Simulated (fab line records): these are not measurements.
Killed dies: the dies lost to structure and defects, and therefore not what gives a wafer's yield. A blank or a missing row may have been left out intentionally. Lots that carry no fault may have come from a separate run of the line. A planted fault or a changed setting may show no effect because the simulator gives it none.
fab line records	flow sfq_line
record lots=5	wafers=15	last_day=75
route steps=325 shown I4@170 JJ@178 M5@198 A5B@209 R5@225
lots that met no fault: taken from a fault-free run of the same line
start_h: the number of hours between the record's first day and the start of the first shown wafer of the lot	wait_h: how many hours have passed since the lot's step before this one	" as in the row above	L1.1+2: one row covering several wafers at once	- no value, or no start was given	* or withheld: withheld	< > ~ a bound
route shown NAME@n: names a module that has steps shown in the file, with the first one's number in the route	usual: mean/standard deviation taken from wafers without a fault	same: alike in all rows	chamber/n: place in a boat	sites: readings site by site	_std_site: the values' standard deviation	_edge_site: inner sites' mean taken away from outer sites' mean	radius_mm: how far each site lies from the wafer's centre	mask NAME#n: copy n	behind: the last tool/chamber to shape the wafer	hold: the reason the lot was held/the length of the hold in hours/how it ended	device: names the non-switching transistor (n, p or np)	end of line: the tests these same wafers got at the end of their route	for a step that has no rows: nothing shown but its recipe	killed: dies that structure and defects cost at the first sort, which is not the same as the wafer's yield	map: dies across one wafer; x = killed, . = not, _ = none there
set.NAME: setting as actually run; set.NAME@STEP: the setting as run at that earlier step	model.NAME: the simulator's own value behind a step, which no gauge read
a table for each step, a row for each wafer; lots at some steps of the route
services: the hour from which a tool's chamber was out of use, counted from the record's first day as start_h (under 0 if before that day), plus the number of hours and why
## steps
# step SFQ_TRILAYER_I4_VIA_LITHO_EXPOSE_104
# recipe mask_id=I4	na=0.6	source_shape=conventional	sigma_outer=0.65	target_cd_nm=700	dose_mj=21.3
# step SFQ_TRILAYER_I4_VIA_LITHO_PEB_106
# recipe peb_temp_c=115	peb_time_s=60	resist=KrF
# step SFQ_TRILAYER_I4_VIA_LITHO_DEVELOP_105
# recipe time_s=60	resist=KrF
# step SFQ_I4_OVL_MEAS_928
# usual I4_OVL=0/5
lot.wafer	tool	chamber	start_h	wait_h	I4_OVL[nm]
L765.1	overlay-02	-	873.71	0.1	-4
L765.2	"	-	"	"	-2
L765.6	"	-	"	"	-13
L767.4	overlay-02	-	901.88	0.1	3
L767.5	"	-	"	"	2
L767.6	"	-	"	"	2
L779.1	overlay-01	-	1046.05	0.1	2
L779.3	"	-	"	"	-2
L779.6	"	-	"	"	8
L786.2	overlay-02	-	1128.55	0.1	-4
L786.4	"	-	"	"	-4
L786.5	"	-	"	"	1
L787.2	overlay-01	-	1139.45	0.1	-4
L787.3	"	-	"	"	-7
L787.6	"	-	"	"	-12
# step SFQ_TRILAYER_I4_VIA_BARC_OPEN_VIA_ETCH_146
# recipe mask_material=PR	chemistry=O2	target_depth_nm=125	target=BARC	source_w=500	bias_w=80	pressure_mtorr=30	time_s=41.7
# step SFQ_TRILAYER_I4_VIA_ETCH_VIA_ETCH_106
# recipe target=SiO2	stop_on=Nb	mask_material=PR	taper_deg=20	chemistry=CHF3	target_depth_nm=260	source_w=500	bias_w=80	pressure_mtorr=30	time_s=withheld
# step SFQ_TRILAYER_I4_VIA_STRIP_STRIP_107
# recipe gas=O2	power_w=200	platen_temp_c=40	overash_fraction=0.65	chemistry=O2	pressure_mtorr=50
# step SFQ_TRILAYER_I4_VIA_STRIP_SOLV_CLEAN_108
# recipe chemistry=NMP	temp_c=70	time_s=600
# step SFQ_TRILAYER_JJ_TRILAYER_DEP_PRE_CLEAN_113
# recipe gas=Ar	time_s=22.5	bias_v=250
# step SFQ_TRILAYER_JJ_TRILAYER_DEP_SPUTTER_109
# recipe material=Nb	base_pressure_pa=1.33e-06	chamber_pressure_pa=0.1333	substrate_temp_c=20	target_thk_nm=150	power_w=2000	time_s=100
# step SFQ_TRILAYER_JJ_TRILAYER_DEP_SPUTTER_110
# recipe material=Al	base_pressure_pa=1.33e-06	target_thk_nm=8	power_w=500	time_s=10	chamber_pressure_pa=0.4
# usual throttle_valve_pct=30.2/0.86
lot.wafer	tool	chamber	start_h	wait_h	throttle_valve_pct
L765.1	pvd_sputter-04	-	874.78	0.0	29.8
L765.2	"	-	"	"	29.7
L765.6	"	-	"	"	29.7
L767.4	pvd_sputter-06	-	902.93	0.0	31.0
L767.5	"	-	"	"	32.3
L767.6	"	-	"	"	31.2
L779.1	pvd_sputter-04	-	1047.11	0.0	29.8
L779.3	"	-	"	"	30.8
L779.6	"	-	"	"	29.8
L786.2	pvd_sputter-04	-	1129.61	0.0	29.7
L786.4	"	-	"	"	30.0
L786.5	"	-	"	"	29.5
L787.2	pvd_sputter-04	-	1140.51	0.0	29.4
L787.3	"	-	"	"	30.0
L787.6	"	-	"	"	30.0
# step SFQ_TRILAYER_JJ_TRILAYER_DEP_AL_OXIDATION_111
# recipe pressure_mbar=0.014667	oxidation_time_s=600	temperature_k=293
# step SFQ_TRILAYER_JJ_TRILAYER_DEP_SPUTTER_112
# recipe material=Nb	base_pressure_pa=1.33e-06	chamber_pressure_pa=0.1333	substrate_temp_c=20	target_thk_nm=170	power_w=2000	time_s=113.3
# usual throttle_valve_pct=30.2/0.85
lot.wafer	tool	chamber	start_h	wait_h	throttle_valve_pct	model.Nb_of_TRILAYER_JJ_TRILAYER_DEP_SPUTTER_112.thk_nm
L765.1	pvd_sputter-04	-	875.80	0.5	29.7	169.5
L765.2	"	-	"	"	29.6	170.2
L765.6	"	-	"	"	30.1	170.8
L767.4	pvd_sputter-06	-	903.95	0.5	31.2	169.6
L767.5	"	-	"	"	32.3	168.3
L767.6	"	-	"	"	31.0	169.1
L779.1	pvd_sputter-04	-	1048.14	0.5	30.2	198.7
L779.3	"	-	"	"	30.7	174
L779.6	"	-	"	"	29.9	198.9
L786.2	pvd_sputter-04	-	1130.64	0.5	30.0	168.2
L786.4	"	-	"	"	29.8	170.2
L786.5	"	-	"	"	29.8	171
L787.2	pvd_sputter-04	-	1141.54	0.5	30.0	171.6
L787.3	"	-	"	"	29.8	172.1
L787.6	"	-	"	"	30.1	170.1
# step SFQ_JJ_RS_MEAS_929
# recipe thk_meas_gauge=four-point-probe	reads=Nb_of_TRILAYER_JJ_TRILAYER_DEP_SPUTTER_112
# usual JJ_NB_RS=1.046/0.011
lot.wafer	tool	chamber	start_h	wait_h	JJ_NB_RS[ohm/sq]
L765.1	film_metro-01	-	875.88	0.0	1.053
L765.2	"	-	"	"	1.047
L765.6	"	-	"	"	1.043
L767.4	film_metro-02	-	904.09	0.1	1.050
L767.5	"	-	"	"	1.059
L767.6	"	-	"	"	1.055
L779.1	film_metro-01	-	1048.22	0.0	0.895
L779.3	"	-	"	"	1.025
L779.6	"	-	"	"	0.894
L786.2	film_metro-01	-	1130.74	0.1	1.060
L786.4	"	-	"	"	1.047
L786.5	"	-	"	"	1.041
L787.2	film_metro-01	-	1141.64	0.1	1.038
L787.3	"	-	"	"	1.035
L787.6	"	-	"	"	1.049
# step SFQ_TRILAYER_JJ_CE_LITHO_COAT_119
# recipe resist=BARC	spin_rpm=3000	resist_thk_nm=62
# step SFQ_TRILAYER_JJ_CE_LITHO_COAT_114
# recipe resist=KrF	spin_rpm=3000	resist_thk_nm=600
# step SFQ_TRILAYER_JJ_CE_LITHO_SOFTBAKE_118
# recipe temp_c=withheld	time_s=withheld	resist=KrF
# step SFQ_TRILAYER_JJ_CE_LITHO_EXPOSE_115
# recipe mask_id=J5	na=0.6	source_shape=conventional	sigma_outer=0.65	target_cd_nm=700	dose_mj=14.4
# step SFQ_TRILAYER_JJ_CE_LITHO_PEB_117
# recipe peb_temp_c=115	peb_time_s=60	resist=KrF
# step SFQ_TRILAYER_JJ_CE_LITHO_DEVELOP_116
# recipe time_s=60	resist=KrF
# step SFQ_JJ_OVL_MEAS_931
# usual J5_OVL=1/6.3
lot.wafer	tool	chamber	start_h	wait_h	J5_OVL[nm]
L765.1	overlay-02	-	936.66	0.1	-6
L765.2	"	-	"	"	-13
L765.6	"	-	"	"	-9
L767.4	overlay-01	-	967.98	0.1	-6
L767.5	"	-	"	"	-4
L767.6	"	-	"	"	-6
L779.1	overlay-02	-	1127.35	0.1	1
L779.3	"	-	"	"	9
L779.6	"	-	"	"	4
L786.2	overlay-02	-	1236.44	0.1	-3
L786.4	"	-	"	"	-2
L786.5	"	-	"	"	-3
L787.2	overlay-01	-	1252.42	0.1	-6
L787.3	"	-	"	"	-2
L787.6	"	-	"	"	-4
# step SFQ_TRILAYER_JJ_CE_METRO_MEASURE_117
# usual cd_nm=700.2/1.2
lot.wafer	tool	chamber	start_h	wait_h	cd_nm
L765.1	cd_sem-02	-	936.70	0.0	699.6
L765.2	"	-	"	"	700.1
L765.6	"	-	"	"	699.8
L767.4	cd_sem-02	-	968.60	0.6	699.9
L767.5	"	-	"	"	700.7
L767.6	"	-	"	"	699.7
L779.1	cd_sem-01	-	1127.38	0.0	698.9
L779.3	"	-	"	"	699.1
L779.6	"	-	"	"	698.2
L786.2	cd_sem-02	-	1236.67	0.2	700.2
L786.4	"	-	"	"	699.8
L786.5	"	-	"	"	698.7
L787.2	cd_sem-01	-	1252.65	0.2	700.4
L787.3	"	-	"	"	702.1
L787.6	"	-	"	"	700.5
# step SFQ_TRILAYER_JJ_CE_BARC_OPEN_RIE_150
# recipe mask_material=PR	chemistry=O2	target_depth_nm=240	target=BARC	icp_w=600	bias_w=80	pressure_mtorr=10	time_s=80
# usual chamber_pressure_mTorr=10.001/0.0092	drypump_motor_current_A=5.9/0.32	he_backside_leak_sccm=3.6/0.4	oes_product_au=0.538/0.0044
lot.wafer	tool	chamber	start_h	wait_h	chamber_pressure_mTorr	drypump_motor_current_A	he_backside_leak_sccm	oes_product_au	rf_hours_counter_h
L765.1	rie_metal-04	1	937.90	1.0	10.004	5.4	3.7	0.534	65
L765.2	"	0	"	"	9.991	6.4	3.7	0.533	109
L765.6	"	0	"	"	9.998	6.4	4.0	0.547	-
L767.4	rie_metal-03	1	969.23	0.4	10.021	6.0	3.4	0.545	-
L767.5	"	0	"	"	10.004	5.9	3.2	0.532	-
L767.6	"	1	"	"	9.989	6.0	3.5	0.538	-
L779.1	rie_metal-02	1	1128.58	1.0	9.985	6.2	3.7	0.538	144
L779.3	"	0	"	"	10.001	5.6	3.4	0.539	-
L779.6	"	0	"	"	10.006	5.6	3.4	0.534	-
L786.2	rie_metal-04	0	1237.67	0.8	10.004	6.4	3.8	0.542	158
L786.4	"	1	"	"	10.003	5.4	3.8	0.536	-
L786.5	"	0	"	"	10.026	6.4	3.8	0.533	-
L787.2	rie_metal-02	1	1253.65	0.8	9.982	6.2	4.0	0.545	162
L787.3	"	0	"	"	10.004	5.6	3.4	0.540	-
L787.6	"	0	"	"	9.997	5.6	3.3	0.542	-
# step SFQ_TRILAYER_JJ_CE_ETCH_RIE_118
# recipe target=Nb	stop_on=Al2O3	mask_material=PR	taper_deg=13.257	over_etch_frac=0.15	time_s=97.7	chemistry=SF6	target_depth_nm=170	icp_w=600	bias_w=80	pressure_mtorr=10
# step SFQ_TRILAYER_JJ_ANODIZE_ANODIZE_119
# recipe current_density_ma_cm2=withheld	end_current_density_ma_cm2=withheld	bath_temp_c=withheld
# step SFQ_TRILAYER_JJ_CE_STRIP_STRIP_120
# recipe gas=O2	power_w=200	platen_temp_c=40	overash_fraction=0.65	chemistry=O2	pressure_mtorr=50
# usual chamber_pressure_mTorr=50.00/0.046	drypump_motor_current_A=5.9/0.35	he_backside_leak_sccm=3.59/0.28	oes_product_au=1.000/0.0072
lot.wafer	tool	chamber	start_h	wait_h	chamber_pressure_mTorr	drypump_motor_current_A	he_backside_leak_sccm	oes_product_au	rf_hours_counter_h
L765.1	rie_metal-03	1	938.59	0.0	50.00	6.0	3.36	0.993	72
L765.2	"	0	"	"	49.91	5.8	3.33	0.996	32
L765.6	"	1	"	"	50.05	6.0	3.42	0.990	-
L767.4	rie_metal-04	1	970.09	0.2	50.06	5.4	3.38	0.996	-
L767.5	"	1	"	"	49.99	5.4	3.40	0.999	-
L767.6	"	0	"	"	50.02	6.4	3.57	1.006	-
L779.1	rie_metal-02	1	1129.28	0.0	49.92	6.2	3.67	1.008	145
L779.3	"	1	"	"	50.05	6.2	3.93	0.990	-
L779.6	"	0	"	"	49.90	5.6	3.25	0.979	-
L786.2	rie_metal-03	0	1238.37	0.0	50.02	5.8	3.19	1.002	79
L786.4	"	0	"	"	50.08	5.9	3.21	0.995	-
L786.5	"	1	"	"	50.00	6.0	3.36	1.007	-
L787.2	rie_metal-04	1	1254.41	0.0	50.01	5.5	3.80	0.996	116
L787.3	"	0	"	"	50.00	6.4	3.88	0.997	-
L787.6	"	1	"	"	49.96	5.4	3.77	0.990	-
# step SFQ_TRILAYER_JJ_CE_STRIP_SOLV_CLEAN_121
# recipe chemistry=NMP	temp_c=70	time_s=600
# step SFQ_TRILAYER_M5_LITHO_COAT_128
# recipe resist=BARC	spin_rpm=3000	resist_thk_nm=62
# step SFQ_TRILAYER_M5_LITHO_COAT_123
# recipe resist=KrF	spin_rpm=3000	resist_thk_nm=600
# step SFQ_TRILAYER_M5_LITHO_SOFTBAKE_127
# recipe temp_c=withheld	time_s=withheld	resist=KrF
# step SFQ_TRILAYER_M5_LITHO_EXPOSE_124
# recipe mask_id=M5	na=0.6	source_shape=conventional	sigma_outer=0.65	target_cd_nm=700	dose_mj=14.4
# step SFQ_TRILAYER_M5_LITHO_PEB_126
# recipe peb_temp_c=115	peb_time_s=60	resist=KrF
# step SFQ_TRILAYER_M5_LITHO_DEVELOP_125
# recipe time_s=60	resist=KrF
# step SFQ_M5_OVL_MEAS_932
# usual M5_OVL=-1/6
lot.wafer	tool	chamber	start_h	wait_h	M5_OVL[nm]
L765.1	overlay-02	-	1002.76	0.1	-11
L765.2	"	-	"	"	-6
L765.6	"	-	"	"	-7
L767.4	overlay-01	-	1040.07	0.1	-5
L767.5	"	-	"	"	-8
L767.6	"	-	"	"	-7
L779.1	overlay-01	-	1234.04	0.1	-4
L779.3	"	-	"	"	-2
L779.6	"	-	"	"	-3
L786.2	overlay-02	-	1367.39	0.1	0
L786.4	"	-	"	"	-4
L786.5	"	-	"	"	2
L787.2	overlay-02	-	1381.79	0.1	0
L787.3	"	-	"	"	-12
L787.6	"	-	"	"	-2
# step SFQ_TRILAYER_M5_BARC_OPEN_METAL_ETCH_161
# recipe mask_material=PR	chemistry=O2	target_depth_nm=125	target=BARC	icp_w=600	bias_w=80	pressure_mtorr=10	time_s=41.7
# step SFQ_TRILAYER_M5_ETCH_METAL_ETCH_126
# recipe target=Nb	stop_on=SiO2	mask_material=PR	over_etch_frac=0.15	time_s=203.2	chemistry=Cl2/BCl3	target_depth_nm=265	icp_w=600	bias_w=80	pressure_mtorr=10
# step SFQ_TRILAYER_M5_STRIP_STRIP_127
# recipe gas=O2	power_w=200	platen_temp_c=40	overash_fraction=0.65	chemistry=O2	pressure_mtorr=50
# step SFQ_TRILAYER_M5_STRIP_SOLV_CLEAN_128
# recipe chemistry=NMP	temp_c=70	time_s=600
# step SFQ_TRILAYER_A5B_DEP_PECVD_129
# recipe material=SiO2	temp_c=150	time_s=133.33	pressure_torr=2.4	rf_w=183.3	precursor=SiH4/N2O	target_thk_nm=600
# step SFQ_TRILAYER_A5B_CMP_CMP_130
# recipe stop_on=Nb	down_force_psi=3	platen_rpm=60	target_thk_nm=340.7
# step SFQ_TRILAYER_A5B_METRO_MEASURE_131
# usual thk_nm=343/5.3
lot.wafer	tool	chamber	start_h	wait_h	thk_nm
L765.1	film_metro-04	-	1015.68	1.5	330
L765.2	"	-	"	"	331
L765.6	"	-	"	"	331
L767.4	film_metro-03	-	1049.50	1.6	336
L767.5	"	-	"	"	339
L767.6	"	-	"	"	336
L779.1	film_metro-01	-	1238.19	1.0	339
L779.3	"	-	"	"	342
L779.6	"	-	"	"	344
L786.2	film_metro-03	-	1371.91	1.2	349
L786.4	"	-	"	"	348
L786.5	"	-	"	"	342
L787.2	film_metro-04	-	1386.14	1.7	342
L787.3	"	-	"	"	348
L787.6	"	-	"	"	347
# step SFQ_TRILAYER_R5_ETCH_METAL_ETCH_139
# recipe stop_on=SiO2	mask_material=PR	chemistry=Cl2	target_depth_nm=60	icp_w=600	bias_w=80	pressure_mtorr=10	time_s=40
# usual chamber_pressure_mTorr=9.998/0.011	drypump_motor_current_A=5.92/0.27	he_backside_leak_sccm=3.5/0.3	oes_product_au=0.990/0.006
lot.wafer	tool	chamber	start_h	wait_h	chamber_pressure_mTorr	drypump_motor_current_A	he_backside_leak_sccm	oes_product_au	rf_hours_counter_h	model.Nb_of_TRILAYER_JJ_TRILAYER_DEP_SPUTTER_112.thk_nm
L765.1	rie_metal-03	0	1093.25	0.0	10.006	5.81	3.2	0.986	57	159.4
L765.2	"	1	"	"	9.986	5.93	3.2	0.986	97	160.2
L765.6	"	0	"	"	10.003	5.83	3.2	0.993	-	160.7
L767.4	rie_metal-03	1	1129.86	0.0	9.992	5.97	3.4	0.995	-	159.7
L767.5	"	0	"	"	10.002	5.82	3.1	0.987	-	158.3
L767.6	"	1	"	"	9.988	5.96	3.2	0.986	-	159.1
L779.1	rie_metal-04	1	1368.68	0.0	9.987	5.46	3.6	0.994	127	188.6
L779.3	"	0	"	"	10.005	6.36	3.8	0.996	-	163.9
L779.6	"	1	"	"	10.003	5.46	3.7	0.992	-	188.9
L786.2	rie_metal-03	0	1493.72	0.0	10.009	5.85	3.5	0.995	113	158.1
L786.4	"	0	"	"	9.993	5.77	3.4	0.994	-	160.1
L786.5	"	0	"	"	9.986	5.81	3.3	0.992	-	160.8
L787.2	rie_metal-04	0	1505.80	0.1	9.989	6.40	3.7	0.994	-	161.5
L787.3	"	0	"	"	10.021	6.40	3.6	0.991	-	162.1
L787.6	"	0	"	"	10.018	6.39	3.7	0.994	-	160
## services
tool	chamber	start_h	hours	kind
cd_sem-02	-	857.87	1.4	pm
rie_metal-04	1	857.93	4.7	repair
cd_sem-02	-	868.90	1.1	pm
rie_metal-02	1	915.54	1.7	repair
rie_metal-02	-	924.60	1.2	repair
cd_sem-02	-	928.29	1.8	pm
cd_sem-02	-	939.24	2.8	pm
cd_sem-02	-	942.98	0.7	pm
rie_metal-03	-	945.08	13.5	repair
pvd_sputter-04	-	961.72	7.0	repair
cd_sem-02	-	980.74	29.8	pm
rie_metal-02	1	1035.46	8.2	repair
cd_sem-02	-	1052.90	1.4	pm
cd_sem-02	-	1112.29	0.6	pm
cd_sem-02	-	1126.98	0.8	pm
cd_sem-02	-	1127.87	1.8	pm
rie_metal-03	-	1169.47	1.4	pm
rie_metal-02	-	1210.28	2.8	pm
pvd_sputter-04	-	1213.66	2.1	repair
rie_metal-04	1	1279.06	11.9	repair
rie_metal-04	1	1325.43	10.2	repair
rie_metal-04	-	1333.39	0.3	repair
pvd_sputter-04	-	1354.35	2.6	repair
rie_metal-04	1	1466.23	96.7	repair
## key
first_sign step=SFQ_JJ_RS_MEAS_929	reading=JJ_NB_RS	direction=down	sigmas=13	usual=1.046	struck=0.895
effect none on later readings
model_effect step=SFQ_TRILAYER_JJ_TRILAYER_DEP_SPUTTER_112	value=Nb_of_TRILAYER_JJ_TRILAYER_DEP_SPUTTER_112.thk_nm	without=173.3	struck=198.8
model_effect step=SFQ_TRILAYER_R5_ETCH_METAL_ETCH_139	value=Nb_of_TRILAYER_JJ_TRILAYER_DEP_SPUTTER_112.thk_nm	without=163.3	struck=188.7
met_at SFQ_TRILAYER_JJ_TRILAYER_DEP_SPUTTER_112
struck_wafers L779.1,L779.6
onset_between 875.80 1048.14
fault kind=process_parameter_drift	tool=pvd_sputter-04	chamber=-	onset_h=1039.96	steps=SFQ_TRILAYER_JJ_TRILAYER_DEP_SPUTTER_112	channel=time_s	offset=*	shape=step	end_h=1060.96	acts_in=*	stated=*	scope=struck_wafers_only
